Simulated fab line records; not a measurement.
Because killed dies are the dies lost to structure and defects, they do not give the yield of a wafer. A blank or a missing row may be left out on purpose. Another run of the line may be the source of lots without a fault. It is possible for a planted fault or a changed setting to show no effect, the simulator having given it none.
Which tool is to blame? + flow gf180mcu + 72 wafers from 24 lots sampled at 4 of the route's 602 steps

== WHAT THE GAUGES READ, wafer by wafer ==
GF_M2_OVL_MEAS_15. Usual: M2_OVL 0 nm, standard deviation 6.1.
| lot  | measured     | on         | M2_OVL (nm) | flag |
|------|--------------|------------|-------------|------|
| L074 | day 19 04:18 | overlay-01 | 7 11 9      |      |
| L075 | day 19 13:25 | overlay-01 | 0 -2 2      |      |
| L076 | day 20 01:09 | overlay-01 | 3 2 6       |      |
| L077 | day 20 11:55 | overlay-01 | -7 -6 -5    |      |
| L078 | day 20 21:22 | overlay-01 | -3 4 13     |      |
| L079 | day 21 07:17 | overlay-01 | 5 1 -5      |      |
| L080 | day 21 09:58 | overlay-01 | 4 -4 -11    |      |
| L081 | day 22 04:00 | overlay-02 | 7 4 8       |      |
| L082 | day 22 04:18 | overlay-01 | -4 1 -3     |      |
| L083 | day 22 19:40 | overlay-01 | 8 -1 3      |      |
| L084 | day 23 00:54 | overlay-02 | 5 7 1       |      |
| L085 | day 23 14:55 | overlay-01 | -10 -11 -10 |      |
| L086 | day 23 17:27 | overlay-01 | -6 -10 -13  |      |
| L087 | day 23 23:19 | overlay-01 | -4 -4 -5    |      |
| L088 | day 24 10:27 | overlay-02 | 8 13 16     |      |
| L089 | day 24 15:00 | overlay-02 | 3 0 1       |      |
| L090 | day 24 20:04 | overlay-01 | -1 -2 -8    |      |
| L091 | day 25 05:34 | overlay-01 | -7 -12 -6   |      |
| L092 | day 25 13:06 | overlay-01 | -2 -2 -5    |      |
| L093 | day 25 21:54 | overlay-02 | 0 8 8       |      |
| L094 | day 26 07:15 | overlay-01 | 0 0 -9      |      |
| L095 | day 26 12:39 | overlay-01 | -7 -12 -4   |      |
| L096 | day 26 16:04 | overlay-01 | 5 1 0       |      |
| L097 | day 27 06:54 | overlay-02 | -4 1 3      |      |

GF_M3_RS_MEAS_05: the measuring method here is four-point-probe. Usual: M3_ALCU_RS 0.0697 ohm/sq, standard deviation 0.00095.
| lot  | measured     | on           | M3_ALCU_RS (ohm/sq)  | flag |
|------|--------------|--------------|----------------------|------|
| L074 | day 20 07:56 | filmMetro-04 | 0.0716 0.0706 0.0677 |      |
| L075 | day 20 16:49 | filmMetro-04 | 0.0687 0.0697 0.0691 |      |
| L076 | day 21 04:47 | filmMetro-01 | 0.0701 0.0697 0.0695 |      |
| L077 | day 21 15:05 | filmMetro-03 | 0.0696 0.0706 0.0693 |      |
| L078 | day 22 00:01 | filmMetro-03 | 0.0689 0.0697 0.0682 |      |
| L079 | day 22 10:12 | filmMetro-01 | 0.0700 0.0703 0.0706 |      |
| L080 | day 22 12:11 | filmMetro-04 | 0.0701 0.0712 0.0703 |      |
| L081 | day 23 05:31 | filmMetro-04 | 0.0705 0.0691 0.0713 |      |
| L082 | day 23 06:10 | filmMetro-04 | 0.0686 0.0679 0.0698 |      |
| L083 | day 23 20:44 | filmMetro-03 | 0.0690 0.0693 0.0709 |      |
| L084 | day 24 02:10 | filmMetro-03 | 0.0687 0.0688 0.0689 |      |
| L085 | day 24 16:14 | filmMetro-03 | 0.0692 0.0691 0.0703 |      |
| L086 | day 24 18:52 | filmMetro-03 | 0.0703 0.0688 0.0688 |      |
| L087 | day 25 00:34 | filmMetro-04 | 0.0697 0.0713 0.0707 |      |
| L088 | day 25 11:10 | filmMetro-04 | 0.0703 0.0710 0.0689 |      |
| L089 | day 25 15:36 | filmMetro-01 | 0.0701 0.0696 0.0701 |      |
| L090 | day 25 20:18 | filmMetro-04 | 0.0696 0.0712 0.0698 |      |
| L091 | day 26 06:46 | filmMetro-04 | 0.0700 0.0712 0.0696 |      |
| L092 | day 26 12:55 | filmMetro-01 | 0.0694 0.0682 0.0681 |      |
| L093 | day 26 21:52 | filmMetro-03 | 0.0687 0.0707 0.0702 |      |
| L094 | day 27 06:52 | filmMetro-01 | 0.0692 0.0692 0.0692 |      |
| L095 | day 27 12:44 | filmMetro-04 | 0.0709 0.0688 0.0698 |      |
| L096 | day 27 15:47 | filmMetro-03 | 0.0695 0.0685 0.0700 |      |
| L097 | day 28 05:36 | filmMetro-01 | 0.0698 0.0705 0.0695 |      |

GF_V3_OVL_MEAS_15. Usual: V3_OVL -3 nm, standard deviation 6.3.
| lot  | measured     | on         | V3_OVL (nm) | flag |
|------|--------------|------------|-------------|------|
| L074 | day 22 09:16 | overlay-02 | -4 -4 0     |      |
| L075 | day 22 17:17 | overlay-01 | -3 -3 -9    |      |
| L076 | day 23 05:43 | overlay-01 | -7 -10 -5   |      |
| L077 | day 23 15:34 | overlay-01 | -8 -4 -8    |      |
| L078 | day 23 22:14 | overlay-01 | -1 -10 -9   |      |
| L079 | day 24 08:15 | overlay-02 | -1 -4 -2    |      |
| L080 | day 24 10:10 | overlay-02 | -16 -15 -8  |      |
| L081 | day 25 02:20 | overlay-01 | -5 -7 -5    |      |
| L082 | day 25 03:51 | overlay-02 | 1 3 2       |      |
| L083 | day 25 16:40 | overlay-02 | -15 -16 -14 |      |
| L084 | day 25 22:51 | overlay-01 | -2 0 -5     |      |
| L085 | day 26 11:59 | overlay-02 | 12 5 1      |      |
| L086 | day 26 15:18 | overlay-02 | -8 -10 -3   |      |
| L087 | day 26 19:58 | overlay-01 | 4 5 12      |      |
| L088 | day 27 05:57 | overlay-01 | -14 -8 -5   |      |
| L089 | day 27 11:01 | overlay-02 | -1 -3 4     |      |
| L090 | day 27 15:16 | overlay-01 | -8 3 -11    |      |
| L091 | day 28 01:21 | overlay-01 | -12 -5 -15  |      |
| L092 | day 28 07:33 | overlay-02 | -1 -2 3     |      |
| L093 | day 28 14:48 | overlay-02 | -8 -5 -3    |      |
| L094 | day 28 23:57 | overlay-01 | 4 8 3       |      |
| L095 | day 29 05:24 | overlay-01 | -8 -5 -9    |      |
| L096 | day 29 07:43 | overlay-01 | 6 2 -5      |      |
| L097 | day 29 21:45 | overlay-02 | 7 5 6       |      |

== TOOL THAT RAN EACH LOT (tool first, then ch and the chambers of the sampled wafers, then the start) ==
| lot  | GF_CONTACT_CMP_04             |
|------|-------------------------------|
| L074 | cmp-01 ch 0,1, day 15 01:58   |
| L075 | cmp-02 ch 0,2,3, day 15 10:43 |
| L076 | cmp-02 ch 1,2, day 15 21:29   |
| L077 | cmp-02 ch 0,3, day 16 07:05   |
| L078 | cmp-01 ch 0,2,3, day 16 16:17 |
| L079 | cmp-02 ch 0,3, day 17 01:19   |
| L080 | cmp-02 ch 0,2, day 17 05:30   |
| L081 | cmp-01 ch 1,2,3, day 17 21:30 |
| L082 | cmp-01 ch 1,3, day 17 22:06   |
| L083 | cmp-02 ch 1,2,3, day 18 12:52 |
| L084 | cmp-02 ch 1,2,3, day 18 19:39 |
| L085 | cmp-02 ch 0,2,3, day 19 10:38 |
| L086 | cmp-01 ch 0,1,3, day 19 14:54 |
| L087 | cmp-01 ch 0,1, day 19 20:47   |
| L088 | cmp-02 ch 0,1,3, day 20 08:44 |
| L089 | cmp-01 ch 0,2, day 20 15:20   |
| L090 | cmp-02 ch 1,2,3, day 20 20:44 |
| L091 | cmp-01 ch 1,2, day 21 06:36   |
| L092 | cmp-01 ch 1,2,3, day 21 14:19 |
| L093 | cmp-02 ch 1,2,3, day 21 23:23 |
| L094 | cmp-01 ch 1,2, day 22 10:13   |
| L095 | cmp-02 ch 0,2,3, day 22 17:10 |
| L096 | cmp-01 ch 2,3, day 22 22:02   |
| L097 | cmp-02 ch 0,1,3, day 23 13:29 |
- GF_CONTACT_CMP_04: polishes SiO2.

== AS READ BY THE TOOLS THEMSELVES (means over the sampled wafers that have a number; for cases with no such wafer, the mark the record gives instead) ==
GF_CONTACT_CMP_04. Usual: motorCurrentA 12.5 A, standard deviation 1.3; timeToEndpointS 115 s, standard deviation 7.
| lot  | tool   | motorCurrentA (A) | timeToEndpointS (s) | flag |
|------|--------|-------------------|---------------------|------|
| L074 | cmp-01 | 12.7              | 112                 |      |
| L075 | cmp-02 | 13.8              | 109                 |      |
| L076 | cmp-02 | 11.7              | 119                 |      |
| L077 | cmp-02 | 13.3              | 120                 |      |
| L078 | cmp-01 | 12.6              | 120                 |      |
| L079 | cmp-02 | 13.4              | 113                 |      |
| L080 | cmp-02 | 12.7              | 117                 |      |
| L081 | cmp-01 | 12.3              | 123                 |      |
| L082 | cmp-01 | 13.4              | 114                 |      |
| L083 | cmp-02 | 12.4              | 118                 |      |
| L084 | cmp-02 | 12.4              | 110                 |      |
| L085 | cmp-02 | 13.5              | 116                 |      |
| L086 | cmp-01 | 12.8              | 110                 |      |
| L087 | cmp-01 | 12.8              | 106                 |      |
| L088 | cmp-02 | 12.7              | 115                 |      |
| L089 | cmp-01 | 11.1              | 116                 |      |
| L090 | cmp-02 | 12.6              | 116                 |      |
| L091 | cmp-01 | 11.6              | 113                 |      |
| L092 | cmp-01 | 12.2              | 110                 |      |
| L093 | cmp-02 | 12.4              | 110                 |      |
| L094 | cmp-01 | 11.8              | 116                 |      |
| L095 | cmp-02 | 13.1              | 114                 |      |
| L096 | cmp-01 | 12.5              | 121                 |      |
| L097 | cmp-02 | 12.7              | 116                 |      |

== THE ANSWER, worked out from the rows above alone ==
Rule: a lot is off if the mean of its wafers that have a number lies more than 3 standard deviations from the usual mean. Also off: a lot with no number at a reading for which 4 or more lots have one. Any other lot the step has rows for is counted as sound. After the gauges, taken in route order, come the tools' own readings; for these a lot's mean is taken, as printed above. At the first step where some lot is off, the reading lying furthest off is the one used; lots without a number count as furthest.
No lot is off at any reading shown: from this, nothing can be told.

== WHAT THE SIMULATOR HAD PUT IN ==
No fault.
